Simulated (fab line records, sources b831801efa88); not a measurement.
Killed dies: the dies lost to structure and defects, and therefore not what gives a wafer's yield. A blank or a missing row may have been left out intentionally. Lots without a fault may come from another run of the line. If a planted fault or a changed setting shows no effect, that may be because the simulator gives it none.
Which tool was responsible? | flow sfq_line | Sampling: 14 lots, 42 wafers, 2 of 325 route steps

## WHAT EACH GAUGE READ, for each wafer
Not one reading of a measure or inspect step in the record can be checked against a usual standard deviation.

## TOOL THAT RAN EACH LOT (tool first, then ch and the chambers of the sampled wafers, then the start)
lot  | SFQ_TRILAYER_JJ_CE_STRIP_STRIP_120 | SFQ_TRILAYER_M5_BARC_OPEN_METAL_ETCH_161
L847 | rie_metal-01 ch 0,1, day 59 21:49  | rie_metal-01 ch 0,1, day 60 01:04
L849 | rie_metal-02 ch 0,1, day 65 03:12  | rie_metal-04 ch 1, day 65 06:23
L850 | rie_metal-02 ch 0,1, day 65 09:12  | rie_metal-04 ch 1, day 69 23:03
L852 | rie_metal-01 ch 0,1, day 66 03:32  | rie_metal-02 ch 0,1, day 70 20:23
L854 | rie_metal-01 ch 0,1, day 68 15:54  | rie_metal-02 ch 0,1, day 72 21:50
L855 | rie_metal-02 ch 0,1, day 68 18:12  | rie_metal-02 ch 0,1, day 73 01:25
L856 | rie_metal-01 ch 0,1, day 69 00:06  | rie_metal-04 ch 0, day 73 06:13
L860 | rie_metal-01 ch 1, day 69 20:09    | rie_metal-01 ch 0,1, day 74 03:49
L861 | rie_metal-03 ch 0,1, day 70 06:52  | rie_metal-01 ch 0,1, day 74 13:26
L862 | rie_metal-01 ch 0,1, day 70 12:40  | rie_metal-01 ch 0,1, day 74 18:13
L865 | rie_metal-02 ch 0,1, day 71 10:16  | rie_metal-01 ch 0,1, day 75 16:17
L867 | rie_metal-01 ch 0,1, day 71 15:16  | rie_metal-02 ch 0,1, day 75 19:55
L869 | rie_metal-01 ch 0,1, day 71 23:28  | rie_metal-02 ch 0,1, day 76 05:29
L870 | rie_metal-01 ch 1, day 72 00:52    | rie_metal-01 ch 0,1, day 76 07:53
- SFQ_TRILAYER_JJ_CE_STRIP_STRIP_120: strips in O2.
- SFQ_TRILAYER_M5_BARC_OPEN_METAL_ETCH_161: etches BARC in O2, target depth 125 nm, time 41.7 s.

## WHAT THE TOOLS THEMSELVES READ (means of the sampled wafers that have a number; where no wafer has one, the mark that the record gives instead)
SFQ_TRILAYER_JJ_CE_STRIP_STRIP_120. Usual: chamber_pressure_mTorr 50.00 mTorr, standard deviation 0.049; drypump_motor_current_A 5.6 A, standard deviation 0.41; oes_product_au 1.006 a.u., standard deviation 0.012; platen_temp_c 40.00 C, standard deviation 0.11.
lot  | tool         | chamber_pressure_mTorr (mTorr) | drypump_motor_current_A (A) | oes_product_au (a.u.) | platen_temp_c (C) | flag
L847 | rie_metal-01 | 50.01                          | 5.4                         | 1.010                 | 40.06             |
L849 | rie_metal-02 | 50.04                          | 6.1                         | 1.009                 | 40.04             |
L850 | rie_metal-02 | 50.03                          | 5.7                         | 1.015                 | 39.92             |
L852 | rie_metal-01 | 50.00                          | 5.4                         | 0.996                 | 39.86             |
L854 | rie_metal-01 | 50.02                          | 5.4                         | 1.006                 | 40.04             |
L855 | rie_metal-02 | 50.00                          | 6.1                         | 0.994                 | 40.01             |
L856 | rie_metal-01 | 49.97                          | 5.4                         | 1.007                 | 40.13             |
L860 | rie_metal-01 | -                              | -                           | -                     | -                 | OFF
L861 | rie_metal-03 | -                              | -                           | -                     | -                 | OFF
L862 | rie_metal-01 | 50.00                          | 5.4                         | 1.001                 | 39.99             |
L865 | rie_metal-02 | 49.99                          | 5.7                         | 0.993                 | 39.99             |
L867 | rie_metal-01 | 50.00                          | 5.4                         | 1.005                 | 39.94             |
L869 | rie_metal-01 | 50.02                          | 5.4                         | 1.009                 | 39.97             |
L870 | rie_metal-01 | 49.99                          | 5.4                         | 1.024                 | 39.97             |

SFQ_TRILAYER_M5_BARC_OPEN_METAL_ETCH_161. Usual: drypump_motor_current_A 5.5 A, standard deviation 0.38; oes_product_au 0.685 a.u., standard deviation 0.0044.
lot  | tool         | drypump_motor_current_A (A) | oes_product_au (a.u.) | flag
L847 | rie_metal-01 | 5.4                         | 0.690                 |
L849 | rie_metal-04 | 5.2                         | 0.682                 |
L850 | rie_metal-04 | 5.2                         | 0.682                 |
L852 | rie_metal-02 | 6.0                         | 0.686                 |
L854 | rie_metal-02 | 6.1                         | 0.681                 |
L855 | rie_metal-02 | 5.7                         | 0.688                 |
L856 | rie_metal-04 | 5.3                         | 0.688                 |
L860 | rie_metal-01 | 5.4                         | 1.013                 | OFF
L861 | rie_metal-01 | 5.4                         | 1.001                 | OFF
L862 | rie_metal-01 | 5.4                         | 0.686                 |
L865 | rie_metal-01 | 5.4                         | 0.688                 |
L867 | rie_metal-02 | 5.7                         | 0.686                 |
L869 | rie_metal-02 | 6.0                         | 0.683                 |
L870 | rie_metal-01 | 5.4                         | 0.683                 |

## THE ANSWER, worked out from the rows above alone
Rule: take the mean of a lot's wafers that have a number; if it is more than 3 standard deviations from the usual mean, the lot is off. Also off: a lot with no number at a reading for which 4 or more lots have one. Any other lot the step has rows for is counted as sound. Order of review: gauges by route order, followed by the tools' own readings, for which a lot's mean as printed above is used. At the first step where some lot is off, the reading lying furthest off is the one used; lots without a number count as furthest.
Off: L860, L861, at SFQ_TRILAYER_JJ_CE_STRIP_STRIP_120 (chamber_pressure_mTorr). Without a number there: L860, L861.
If a tool, at that step or one of the process steps before it, ran each lot that is off and ran no sound lot following the first of them, it fits. Of those tried, none fits.

## WHAT THE SIMULATOR PUT IN
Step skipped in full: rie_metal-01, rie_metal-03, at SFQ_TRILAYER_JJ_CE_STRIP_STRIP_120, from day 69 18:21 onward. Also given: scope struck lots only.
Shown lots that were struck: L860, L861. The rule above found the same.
